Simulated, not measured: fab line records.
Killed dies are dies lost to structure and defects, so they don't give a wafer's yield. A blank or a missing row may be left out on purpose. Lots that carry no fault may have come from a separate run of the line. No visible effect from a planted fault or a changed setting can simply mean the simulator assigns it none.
Struck lot and sound lot, side by side | flow sky130 | 15 out of 708 route steps
Sound: wafers L394.2, L394.3, L394.6. The struck wafers were L398.1, L398.3, L398.4. The cause is named last.
For every step that has rows: the tool of each side, followed by ch and its chambers, followed by its first start. Under that, the readings that differ: sound wafers | struck wafers | difference of the means | sigmas: that difference in standard deviations of wafers without a fault.
alike: a reading whose means differ by less than 2 such deviations, as well as words and numbers matching on both sides. not compared: withheld readings; readings where some wafer has no value; bounds like >300 that might hide an equal value; numbers whose values overlap and for which the record gives no deviation.
A row with sigmas, a row that says differs or no value, or rows on one side alone: a step with any of these is where the two part. When numbers do not overlap yet have no deviation, they are printed without sigmas and do not part them. A reading that every wafer of one side lacks parts them only if that side has two wafers or more.

first, 3 steps without rows for these wafers: SKY_LDD_P_EXPOSE_04 (exposes mask PSDM, target cd 380 nm); SKY_LDD_P_PEB_05; SKY_LDD_P_DEVELOP_06 (develop time 60 s).
SKY_LDD_P_CD_MEAS_07: target cd 380 nm.
  sound on cdSem-02 at day 18 19:49; struck on cdSem-01 at day 20 16:12
  alike: cdNm
SKY_LDD_P_OVL_MEAS_08:
  sound on overlay-01 at day 18 19:56; struck on overlay-02 at day 20 16:19
  alike: LDD_P_OVL
next, for these wafers, 1 step has no rows: SKY_LDD_P_IMPLANT_09.
SKY_LDD_P_STRIP_10: strips in O2/N2.
  sound on plasmaAsher-04 ch 0,1, day 18 20:07; struck on plasmaAsher-01 ch 0,1, day 20 16:30
  alike: drypumpMotorCurrentA, o2FlowSccm, oesProductAu, stripTimeToEndpointS
  not compared: rfHoursCounterH
SKY_LDD_P_TW_MEAS_11:
  sound on filmMetro-01 at day 18 20:13; struck on filmMetro-03 at day 20 16:36
  alike: LDD_P_TW
then, 4 steps without rows for these wafers: SKY_LDD_HVN_DEHYDRATE_00 (time 60 s); SKY_LDD_HVN_HMDS_01 (prime time 60 s); SKY_LDD_HVN_COAT_02 (resist thk 300 nm); SKY_LDD_HVN_SOFTBAKE_03 (time 60 s).
SKY_LDD_HVN_EXPOSE_04: exposes mask HVNTM, target cd 700 nm.
  sound on ilineStepper-01 ch 0, day 19 11:53; struck on ilineStepper-01 ch 0, day 21 08:29
reading            | sound                   | struck                           | difference | sigmas
mask               | HVNTM#0 HVNTM#0 HVNTM#0 | HVNTM_R1#0 HVNTM_R1#0 HVNTM_R1#0 | differs    | 
stageVelMmS (mm/s) | 499.59 499.91 499.67    | 500.47 500.08 500.35             | +0.58      | +3
next, for these wafers, 1 step has no rows: SKY_LDD_HVN_PEB_05.
-- the record jumps here: 25 days lie between the struck wafers' starts before and after (it left off in module LDD_HVN and takes up again in module PAD_OPEN, whose first step shown is number 708 of the route) --
SKY_PAD_OPEN_PROBE_99:
  sound on prober-02 at day 45 14:12; struck on prober-02 at day 46 20:17
  alike: killed_at_M0_to_M3, killed_at_M4_up, killedAtContacts, killedAtFrontEnd, killedAtOther, killedDies, killedOnRim, killedOpen, killedShort

== WHERE THEY PART ==
Within this record, at SKY_LDD_HVN_EXPOSE_04 only. Later steps at which nothing parts them and some readings are alike: SKY_PAD_OPEN_PROBE_99.

WHY: what had been put in by the simulator
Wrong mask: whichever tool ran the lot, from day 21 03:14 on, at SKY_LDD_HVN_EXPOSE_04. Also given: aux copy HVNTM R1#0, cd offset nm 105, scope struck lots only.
